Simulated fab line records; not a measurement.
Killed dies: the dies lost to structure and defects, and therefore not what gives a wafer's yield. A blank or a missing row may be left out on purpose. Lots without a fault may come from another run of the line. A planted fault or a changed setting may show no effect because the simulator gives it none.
Matching of chambers / flow gf180mcu / cmp-01 running GF_STI_CMP_25: 4 sister chambers
The step polishes, stops on Si3N4, t overpolish 33 s, target thk 524.6 nm. 14 wafers are shown with their chamber, then 7 later ones without.

WAFERS WITH THEIR CHAMBER
wafer=L104.1; chamber=2; motorCurrentA (A)=11.0; slurryFlowMlMin=150.3; timeToEndpointS (s)=130
wafer=L104.2; chamber=0; motorCurrentA (A)=10.7; slurryFlowMlMin=150.6; timeToEndpointS (s)=127
wafer=L104.6; chamber=1; motorCurrentA (A)=13.9; slurryFlowMlMin=149.9; timeToEndpointS (s)=131
wafer=L105.2; chamber=0; motorCurrentA (A)=9.6; slurryFlowMlMin=149.8; timeToEndpointS (s)=130
wafer=L105.5; chamber=2; motorCurrentA (A)=11.2; slurryFlowMlMin=150.2; timeToEndpointS (s)=136
wafer=L105.6; chamber=1; motorCurrentA (A)=13.7; slurryFlowMlMin=150.2; timeToEndpointS (s)=132
wafer=L110.3; chamber=1; motorCurrentA (A)=14.2; slurryFlowMlMin=149.1; timeToEndpointS (s)=132
wafer=L110.4; chamber=3; motorCurrentA (A)=12.1; slurryFlowMlMin=149.7; timeToEndpointS (s)=137
wafer=L110.5; chamber=0; motorCurrentA (A)=10.2; slurryFlowMlMin=150.5; timeToEndpointS (s)=133
wafer=L112.1; chamber=3; motorCurrentA (A)=13.2; slurryFlowMlMin=149.9; timeToEndpointS (s)=126
wafer=L112.4; chamber=2; motorCurrentA (A)=10.5; slurryFlowMlMin=151.1; timeToEndpointS (s)=126
wafer=L112.6; chamber=0; motorCurrentA (A)=11.0; slurryFlowMlMin=149.6; timeToEndpointS (s)=123
wafer=L113.3; chamber=0; motorCurrentA (A)=10.7; slurryFlowMlMin=150.0; timeToEndpointS (s)=118
wafer=L113.4; chamber=3; motorCurrentA (A)=12.5; slurryFlowMlMin=150.2; timeToEndpointS (s)=122

SIGNATURES, as means of the wafers listed above
reading=motorCurrentA; chamber 0=10.440; chamber 1=13.933; chamber 2=10.900; chamber 3=12.600; scatter within a chamber=0.471
reading=slurryFlowMlMin; chamber 0=150.100; chamber 1=149.733; chamber 2=150.533; chamber 3=149.933; scatter within a chamber=0.449
reading=timeToEndpointS; chamber 0=126.20; chamber 1=131.67; chamber 2=130.67; chamber 3=128.33; scatter within a chamber=5.57
Rule: a wafer lies at a distance from a chamber equal to the root of the sum of squares, over the readings, of (its reading less the chamber's mean, divided by the reading's scatter). The wafer belongs to the nearest chamber; if the next one is less than 2 further off, it can't be placed. The scatter is the square root of a quotient: the sum, over the shown wafers, of each reading's squared deviation from its chamber's mean, divided by wafers minus chambers.

WAFERS MISSING THEIR CHAMBER
wafer=L113.6; motorCurrentA (A)=9.9; slurryFlowMlMin=150.2; timeToEndpointS (s)=118
wafer=L114.2; motorCurrentA (A)=13.4; slurryFlowMlMin=149.5; timeToEndpointS (s)=115
wafer=L114.4; motorCurrentA (A)=13.2; slurryFlowMlMin=149.7; timeToEndpointS (s)=119
wafer=L114.5; motorCurrentA (A)=13.9; slurryFlowMlMin=149.7; timeToEndpointS (s)=117
wafer=L117.1; motorCurrentA (A)=12.3; slurryFlowMlMin=150.4; timeToEndpointS (s)=126
wafer=L117.3; motorCurrentA (A)=10.5; slurryFlowMlMin=149.1; timeToEndpointS (s)=127
wafer=L117.4; motorCurrentA (A)=14.1; slurryFlowMlMin=149.0; timeToEndpointS (s)=128

CHAMBER TAKEN BY EACH
wafer=L113.6; from the rows above=can't be placed: 0 or 2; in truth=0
wafer=L114.2; from the rows above=can't be placed: 3 or 1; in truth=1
wafer=L114.4; from the rows above=can't be placed: 3 or 1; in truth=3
wafer=L114.5; from the rows above=can't be placed: 1 or 3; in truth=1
wafer=L117.1; from the rows above=can't be placed: 3 or 2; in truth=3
wafer=L117.3; from the rows above=can't be placed: 0 or 2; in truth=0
wafer=L117.4; from the rows above=1; in truth=1
Correctly placed: 1 of 7. From these rows, 6 cannot be placed; in 6 the true chamber is one of the candidates. 0 placed wrongly.
